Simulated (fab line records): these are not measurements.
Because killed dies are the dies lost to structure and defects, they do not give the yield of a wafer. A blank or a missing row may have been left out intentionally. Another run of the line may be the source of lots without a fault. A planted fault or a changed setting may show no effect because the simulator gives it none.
Chamber matching / flow gf180mcu / cmp-01 running GF_V5_CMP_04: 4 sister chambers
The step polishes SiO2. 8 wafers are shown with their chamber, then 8 later ones without.

== WAFERS WITH THEIR CHAMBER ==
wafer=L802.3; chamber=0; motor_current_A (A)=10.3; head_pressure_psi (psi)=4.021
wafer=L804.1; chamber=2; motor_current_A (A)=11.0; head_pressure_psi (psi)=4.021
wafer=L804.2; chamber=0; motor_current_A (A)=10.7; head_pressure_psi (psi)=4.011
wafer=L804.6; chamber=1; motor_current_A (A)=10.3; head_pressure_psi (psi)=3.997
wafer=L805.2; chamber=1; motor_current_A (A)=10.2; head_pressure_psi (psi)=4.003
wafer=L805.3; chamber=2; motor_current_A (A)=11.1; head_pressure_psi (psi)=4.008
wafer=L805.6; chamber=3; motor_current_A (A)=12.6; head_pressure_psi (psi)=3.986
wafer=L808.1; chamber=3; motor_current_A (A)=11.9; head_pressure_psi (psi)=3.994

== WAFERS WHOSE CHAMBER IS MISSING ==
wafer=L808.3; motor_current_A (A)=11.0; head_pressure_psi (psi)=4.006
wafer=L808.6; motor_current_A (A)=11.8; head_pressure_psi (psi)=4.000
wafer=L812.1; motor_current_A (A)=11.3; head_pressure_psi (psi)=4.006
wafer=L812.3; motor_current_A (A)=11.7; head_pressure_psi (psi)=4.008
wafer=L812.4; motor_current_A (A)=10.2; head_pressure_psi (psi)=4.018
wafer=L823.4; motor_current_A (A)=10.1; head_pressure_psi (psi)=3.988
wafer=L823.5; motor_current_A (A)=10.6; head_pressure_psi (psi)=3.992
wafer=L823.6; motor_current_A (A)=11.2; head_pressure_psi (psi)=4.006

== CHAMBER TAKEN BY EACH ==
wafer=L808.3; from the rows above=can't be placed: 2 or 0 or 1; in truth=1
wafer=L808.6; from the rows above=can't be placed: 3 or 2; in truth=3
wafer=L812.1; from the rows above=can't be placed: 2 or 0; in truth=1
wafer=L812.3; from the rows above=can't be placed: 2 or 3 or 0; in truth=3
wafer=L812.4; from the rows above=can't be placed: 0 or 1 or 2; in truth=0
wafer=L823.4; from the rows above=1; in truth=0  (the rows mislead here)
wafer=L823.5; from the rows above=can't be placed: 1 or 0 or 2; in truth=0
wafer=L823.6; from the rows above=can't be placed: 2 or 0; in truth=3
Correctly placed: 0 of 8. From these rows, 7 cannot be placed; in 5 the true chamber is one of the candidates. Placed wrongly: 1.
How it was worked out, from the rows above alone: a wafer's distance from a chamber is the root of the sum, over the readings, of the square of ((its reading less the chamber's mean) divided by the reading's scatter). The wafer belongs to the nearest chamber; if the next one is less than 2 further off, it can't be placed. Each chamber's mean is taken over the wafers shown for it. The scatter: take each reading less its chamber's mean, square it, sum over the shown wafers, divide by the number of wafers less the number of chambers, and take the root.
